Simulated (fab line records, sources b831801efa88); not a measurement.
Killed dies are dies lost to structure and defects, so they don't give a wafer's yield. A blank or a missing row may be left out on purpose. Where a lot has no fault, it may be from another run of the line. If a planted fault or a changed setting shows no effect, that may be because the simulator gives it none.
fab line records + flow sfq-line
record:
- lots: 6
- wafers: 18
- last-day: 92
route steps=325 shown JJ@181
lots untouched by any fault: they come from a run of this same line in which no faults occurred
start-h: the number of hours between the record's first day and the start of the first shown wafer of the lot + wait-h: how many hours have passed since the lot's step before this one + " as in the row above + L1.1+2: a single row standing in for several wafers + - either no value or no given start + * or withheld: withheld + < > ~ a bound
route shown NAME@n: NAME is a module with steps in the file, n the number in the route of the first one + usual: mean/standard deviation of fault-free wafers + same: alike in all rows + chamber/n: place in a boat + sites: per-site readings + _std_site: the values' standard deviation + _edge_site: the outer-site mean with the inner-site mean subtracted + radius-mm: for every site, how far away it sits from the centre of the wafer + mask NAME#n: copy n + behind: the most recent tool/chamber to have shaped the wafer + hold: cause of the lot's hold/its duration in hours/its outcome + device: the transistor (n, p or np) that didn't switch + end of line: tests of these same wafers at the route's end + a step without rows: its recipe alone + killed: at the first sort, the dies lost to defects and structure; wafer yield is something else + map: the dies of a wafer, with x for killed, . for not killed, _ for no die there
set.NAME: the setting that was run; set.NAME@STEP: the one run at that earlier step + model.NAME: the simulator's own value behind a step, which no gauge read
certain route steps with their lots: each step a table, each wafer a row
services: from which hour (start-h, from the record's first day; less than 0 if before it) a tool's chamber was out of use, for how many hours, and why
== steps ==
step: SFQ_TRILAYER_JJ_TRILAYER_DEP_AL_OXIDATION_111
recipe:
- pressure-mbar: 0.014667
- oxidation-time-s: 600
- temperature-k: 293
step: SFQ_TRILAYER_JJ_TRILAYER_DEP_SPUTTER_112
recipe:
- material: Nb
- base-pressure-pa: 1.33e-06
- chamber-pressure-pa: 0.1333
- substrate-temp-c: 20
- target-thk-nm: 170
- power-w: 2000
- time-s: 113.3
usual:
- throttle-valve-pct: 30.0/0.73
same:
- time-s: 113.3
| lot.wafer | tool           | chamber | start-h | wait-h | throttle-valve-pct |
|-----------|----------------|---------|---------|--------|--------------------|
| L894.4    | pvd-sputter-06 | -       | 1210.41 | 0.5    | 29.2               |
| L894.5    | "              | -       | "       | "      | 30.0               |
| L894.6    | "              | -       | "       | "      | 30.2               |
| L895.1    | pvd-sputter-06 | -       | 1215.97 | 0.5    | 29.8               |
| L895.5    | "              | -       | "       | "      | 29.5               |
| L895.6    | "              | -       | "       | "      | 30.4               |
| L902.3    | pvd-sputter-04 | -       | 1296.50 | 0.5    | 29.8               |
| L902.4    | "              | -       | "       | "      | 29.0               |
| L902.6    | "              | -       | "       | "      | 30.1               |
| L903.3    | pvd-sputter-03 | -       | 1297.50 | 0.5    | 30.6               |
| L903.4    | "              | -       | "       | "      | 30.1               |
| L903.6    | "              | -       | "       | "      | 29.7               |
| L904.1    | pvd-sputter-06 | -       | 1298.70 | 0.5    | 29.6               |
| L904.3    | "              | -       | "       | "      | 30.3               |
| L904.6    | "              | -       | "       | "      | 30.2               |
| L908.1    | pvd-sputter-03 | -       | 1306.65 | 0.5    | 31.7               |
| L908.5    | "              | -       | "       | "      | 29.4               |
| L908.6    | "              | -       | "       | "      | 31.7               |
step: SFQ_JJ_RS_MEAS_929
recipe:
- thk-meas-gauge: four-point-probe
- reads: Nb_of_TRILAYER_JJ_TRILAYER_DEP_SPUTTER_112
usual:
- JJ_NB_RS: 1.044/0.013
| lot.wafer | tool          | chamber | start-h | wait-h | JJ_NB_RS[ohm/sq] |
|-----------|---------------|---------|---------|--------|------------------|
| L894.4    | film-metro-02 | -       | 1210.55 | 0.1    | 1.040            |
| L894.5    | "             | -       | "       | "      | 1.043            |
| L894.6    | "             | -       | "       | "      | 1.031            |
| L895.1    | film-metro-01 | -       | 1216.05 | 0.0    | 1.048            |
| L895.5    | "             | -       | "       | "      | 1.037            |
| L895.6    | "             | -       | "       | "      | 1.022            |
| L902.3    | film-metro-02 | -       | 1296.62 | 0.1    | 1.041            |
| L902.4    | "             | -       | "       | "      | 1.048            |
| L902.6    | "             | -       | "       | "      | 1.067            |
| L903.3    | film-metro-02 | -       | 1297.62 | 0.1    | 1.066            |
| L903.4    | "             | -       | "       | "      | 1.054            |
| L903.6    | "             | -       | "       | "      | 1.062            |
| L904.1    | film-metro-02 | -       | 1298.78 | 0.0    | 1.043            |
| L904.3    | "             | -       | "       | "      | 1.045            |
| L904.6    | "             | -       | "       | "      | 1.043            |
| L908.1    | film-metro-02 | -       | 1306.73 | 0.0    | 1.064            |
| L908.5    | "             | -       | "       | "      | 1.050            |
| L908.6    | "             | -       | "       | "      | 1.069            |
step: SFQ_TRILAYER_JJ_CE_LITHO_COAT_119
recipe:
- resist: BARC
- spin-rpm: 3000
- resist-thk-nm: 62
step: SFQ_TRILAYER_JJ_CE_LITHO_COAT_114
recipe:
- resist: KrF
- spin-rpm: 3000
- resist-thk-nm: 600
step: SFQ_TRILAYER_JJ_CE_LITHO_SOFTBAKE_118
recipe:
- temp-c: withheld
- time-s: withheld
- resist: KrF
step: SFQ_TRILAYER_JJ_CE_LITHO_EXPOSE_115
recipe:
- mask-id: J5
- na: 0.6
- source-shape: conventional
- sigma-outer: 0.65
- target-cd-nm: 700
- dose-mj: 14.4
step: SFQ_TRILAYER_JJ_CE_LITHO_PEB_117
recipe:
- peb-temp-c: 115
- peb-time-s: 60
- resist: KrF
step: SFQ_TRILAYER_JJ_CE_LITHO_DEVELOP_116
recipe:
- time-s: 60
- resist: KrF
step: SFQ_JJ_OVL_MEAS_931
usual:
- J5_OVL: -5/5.8
| lot.wafer | tool       | chamber | start-h | wait-h | J5_OVL[nm] |
|-----------|------------|---------|---------|--------|------------|
| L894.4    | overlay-02 | -       | 1342.41 | 0.1    | -7         |
| L894.5    | "          | -       | "       | "      | -13        |
| L894.6    | "          | -       | "       | "      | -15        |
| L895.1    | overlay-02 | -       | 1348.39 | 0.1    | -13        |
| L895.5    | "          | -       | "       | "      | -9         |
| L895.6    | "          | -       | "       | "      | -8         |
| L902.3    | overlay-02 | -       | 1398.47 | 0.1    | 1          |
| L902.4    | "          | -       | "       | "      | 8          |
| L902.6    | "          | -       | "       | "      | 5          |
| L903.3    | overlay-02 | -       | 1399.67 | 0.1    | 2          |
| L903.4    | "          | -       | "       | "      | 1          |
| L903.6    | "          | -       | "       | "      | 5          |
| L904.1    | overlay-02 | -       | 1400.86 | 0.1    | -5         |
| L904.3    | "          | -       | "       | "      | 3          |
| L904.6    | "          | -       | "       | "      | -5         |
| L908.1    | overlay-02 | -       | 1405.66 | 0.1    | -9         |
| L908.5    | "          | -       | "       | "      | -10        |
| L908.6    | "          | -       | "       | "      | -9         |
step: SFQ_TRILAYER_JJ_CE_METRO_MEASURE_117
usual:
- cd-nm: 699.7/1.5
| lot.wafer | tool      | chamber | start-h | wait-h | cd-nm |
|-----------|-----------|---------|---------|--------|-------|
| L894.4    | cd-sem-01 | -       | 1343.03 | 0.6    | 701.7 |
| L894.5    | "         | -       | "       | "      | 702.1 |
| L894.6    | "         | -       | "       | "      | 701.3 |
| L895.1    | cd-sem-02 | -       | 1348.43 | 0.0    | 701.0 |
| L895.5    | "         | -       | "       | "      | 701.4 |
| L895.6    | "         | -       | "       | "      | 701.5 |
| L902.3    | cd-sem-01 | -       | 1398.90 | 0.4    | 701.2 |
| L902.4    | "         | -       | "       | "      | 699.1 |
| L902.6    | "         | -       | "       | "      | 699.9 |
| L903.3    | cd-sem-02 | -       | 1400.10 | 0.4    | 700.0 |
| L903.4    | "         | -       | "       | "      | 699.5 |
| L903.6    | "         | -       | "       | "      | 699.7 |
| L904.1    | cd-sem-01 | -       | 1400.90 | 0.0    | 697.5 |
| L904.3    | "         | -       | "       | "      | 697.3 |
| L904.6    | "         | -       | "       | "      | 698.0 |
| L908.1    | cd-sem-01 | -       | 1405.70 | 0.0    | 699.4 |
| L908.5    | "         | -       | "       | "      | 698.6 |
| L908.6    | "         | -       | "       | "      | 699.0 |
step: SFQ_TRILAYER_JJ_CE_BARC_OPEN_RIE_150
recipe:
- mask-material: PR
- chemistry: O2
- target-depth-nm: 240
- target: BARC
- icp-w: 600
- bias-w: 80
- pressure-mtorr: 10
- time-s: 80
usual:
- drypump-motor-current-A: 5.9/0.39
- oes-product-au: 0.537/0.0047
- rf-fwd-power-W: 595.5/2.1
same:
- time-s: 80
| lot.wafer | tool         | chamber | start-h | wait-h | drypump-motor-current-A | oes-product-au | rf-fwd-power-W | rf-hours-counter-h |
|-----------|--------------|---------|---------|--------|-------------------------|----------------|----------------|--------------------|
| L894.4    | rie-metal-01 | 1       | 1343.66 | 0.4    | 5.6                     | 0.539          | 593.4          | -                  |
| L894.5    | "            | 1       | "       | "      | 5.6                     | 0.537          | 593.2          | -                  |
| L894.6    | "            | 0       | "       | "      | 5.0                     | 0.538          | 596.8          | -                  |
| L895.1    | rie-metal-04 | 1       | 1349.63 | 1.0    | 5.7                     | 0.537          | 595.6          | 70                 |
| L895.5    | "            | 1       | "       | "      | 5.7                     | 0.534          | 596.8          | -                  |
| L895.6    | "            | 1       | "       | "      | 5.7                     | 0.532          | 598.7          | -                  |
| L902.3    | rie-metal-04 | 1       | 1399.73 | 0.6    | 5.7                     | 0.540          | 691.7          | -                  |
| L902.4    | "            | 0       | "       | "      | 6.1                     | 0.536          | 597.2          | -                  |
| L902.6    | "            | 1       | "       | "      | 5.7                     | 0.530          | 691.0          | -                  |
| L903.3    | rie-metal-04 | 0       | 1400.93 | 0.6    | 6.2                     | 0.535          | 597.7          | -                  |
| L903.4    | "            | 1       | "       | "      | 5.7                     | 0.537          | 690.6          | -                  |
| L903.6    | "            | 0       | "       | "      | 6.2                     | 0.547          | 597.7          | -                  |
| L904.1    | rie-metal-02 | 0       | 1402.10 | 1.0    | 6.3                     | 0.539          | 591.7          | 43                 |
| L904.3    | "            | 0       | "       | "      | 6.3                     | 0.544          | 594.7          | -                  |
| L904.6    | "            | 1       | "       | "      | 5.9                     | 0.535          | 597.1          | -                  |
| L908.1    | rie-metal-02 | 1       | 1406.90 | 1.0    | 5.8                     | 0.542          | 594.2          | 56                 |
| L908.5    | "            | 0       | "       | "      | 6.3                     | 0.542          | 595.0          | -                  |
| L908.6    | "            | 1       | "       | "      | 5.9                     | 0.544          | 595.6          | -                  |
step: SFQ_TRILAYER_JJ_CE_ETCH_RIE_118
recipe:
- target: Nb
- stop-on: Al2O3
- mask-material: PR
- taper-deg: 13.257
- over-etch-frac: 0.15
- time-s: 97.7
- chemistry: SF6
- target-depth-nm: 170
- icp-w: 600
- bias-w: 80
- pressure-mtorr: 10
usual:
- drypump-motor-current-A: 5.9/0.39
- oes-product-au: 0.992/0.0087
- rf-fwd-power-W: 596.4/1.8
same:
- time-s: 97.7
| lot.wafer | tool         | chamber | start-h | wait-h | drypump-motor-current-A | oes-product-au | rf-fwd-power-W | rf-hours-counter-h |
|-----------|--------------|---------|---------|--------|-------------------------|----------------|----------------|--------------------|
| L894.4    | rie-metal-01 | 1       | 1343.75 | 0.1    | 5.6                     | 0.995          | 594.9          | -                  |
| L894.5    | "            | 1       | "       | "      | 5.6                     | 0.994          | 595.6          | -                  |
| L894.6    | "            | 0       | "       | "      | 5.0                     | 0.986          | 599.2          | -                  |
| L895.1    | rie-metal-04 | 1       | 1349.81 | 0.2    | 5.7                     | 0.988          | 593.8          | 70                 |
| L895.5    | "            | 1       | "       | "      | 5.7                     | 0.994          | 594.7          | -                  |
| L895.6    | "            | 1       | "       | "      | 5.7                     | 1.004          | 594.0          | -                  |
| L902.3    | rie-metal-04 | 1       | 1399.82 | 0.1    | 5.6                     | 1.000          | 595.3          | -                  |
| L902.4    | "            | 0       | "       | "      | 6.1                     | 0.983          | 597.6          | -                  |
| L902.6    | "            | 1       | "       | "      | 5.6                     | 0.987          | 596.6          | -                  |
| L903.3    | rie-metal-04 | 0       | 1401.02 | 0.1    | 6.2                     | 0.980          | 598.5          | -                  |
| L903.4    | "            | 1       | "       | "      | 5.7                     | 0.987          | 595.8          | -                  |
| L903.6    | "            | 0       | "       | "      | 6.2                     | 0.989          | 599.5          | -                  |
| L904.1    | rie-metal-02 | 0       | 1402.19 | 0.1    | 6.3                     | 0.994          | 595.8          | 43                 |
| L904.3    | "            | 0       | "       | "      | 6.3                     | 0.985          | 594.8          | -                  |
| L904.6    | "            | 1       | "       | "      | 5.9                     | 0.999          | 596.7          | -                  |
| L908.1    | rie-metal-02 | 1       | 1406.99 | 0.1    | 5.8                     | 0.984          | 594.7          | 56                 |
| L908.5    | "            | 0       | "       | "      | 6.3                     | 0.990          | 594.6          | -                  |
| L908.6    | "            | 1       | "       | "      | 5.8                     | 0.988          | 594.5          | -                  |
== services ==
| tool           | chamber | start-h | hours | kind                          |
|----------------|---------|---------|-------|-------------------------------|
| pvd-sputter-04 | -       | 1187.69 | 0.5   | repair                        |
| pvd-sputter-06 | -       | 1196.68 | 11.7  | repair                        |
| rie-metal-04   | -       | 1210.46 | 2.8   | pm                            |
| rie-metal-04   | 0       | 1214.48 | 5.4   | repair                        |
| cd-sem-01      | -       | 1218.18 | 0.9   | pm                            |
| cd-sem-02      | -       | 1230.48 | 0.3   | pm                            |
| cd-sem-01      | -       | 1233.94 | 1.5   | pm                            |
| rie-metal-02   | -       | 1239.18 | 1.7   | repair                        |
| pvd-sputter-04 | -       | 1257.95 | 1.5   | repair                        |
| pvd-sputter-06 | -       | 1269.18 | 9.3   | repair                        |
| rie-metal-02   | 0       | 1280.82 | 11.2  | repair                        |
| rie-metal-04   | -       | 1292.35 | 6.3   | repair                        |
| cd-sem-01      | -       | 1309.14 | 0.6   | pm                            |
| cd-sem-02      | -       | 1327.06 | 0.6   | pm                            |
| rie-metal-04   | 0       | 1331.55 | -     | clean                         |
| rie-metal-04   | 0       | 1331.55 | -     | consumable-replace:focus-ring |
| rie-metal-04   | 0       | 1331.55 | 21.3  | scheduled-down                |
| rie-metal-04   | 0       | 1331.55 | 21.3  | vent-cycle                    |
| cd-sem-02      | -       | 1342.02 | 0.8   | pm                            |
| pvd-sputter-04 | -       | 1369.70 | 9.3   | repair                        |
| cd-sem-01      | -       | 1370.16 | 0.5   | pm                            |
| rie-metal-01   | 1       | 1377.48 | 26.9  | repair                        |
| cd-sem-02      | -       | 1382.98 | 8.7   | pm                            |
| rie-metal-04   | -       | 1401.26 | 28.1  | pm                            |
== key ==
first-sign:
- step: SFQ_TRILAYER_JJ_CE_BARC_OPEN_RIE_150
- reading: rf-fwd-power-W
- direction: up
- sigmas: 45
- usual: 595.5
- struck: 691.1
effect none on later readings
met-at SFQ_TRILAYER_JJ_CE_BARC_OPEN_RIE_150
struck-wafers L902.3,L902.6,L903.4
onset-between 1349.63 1399.73
fault:
- kind: process-parameter-drift
- tool: rie-metal-04
- chamber: 1
- onset-h: 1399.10
- steps: SFQ_TRILAYER_JJ_CE_BARC_OPEN_RIE_150
- channel: icp-w
- offset: 96
- shape: step
- end-h: 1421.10
- acts-in: these-recipes-only
- stated: 600
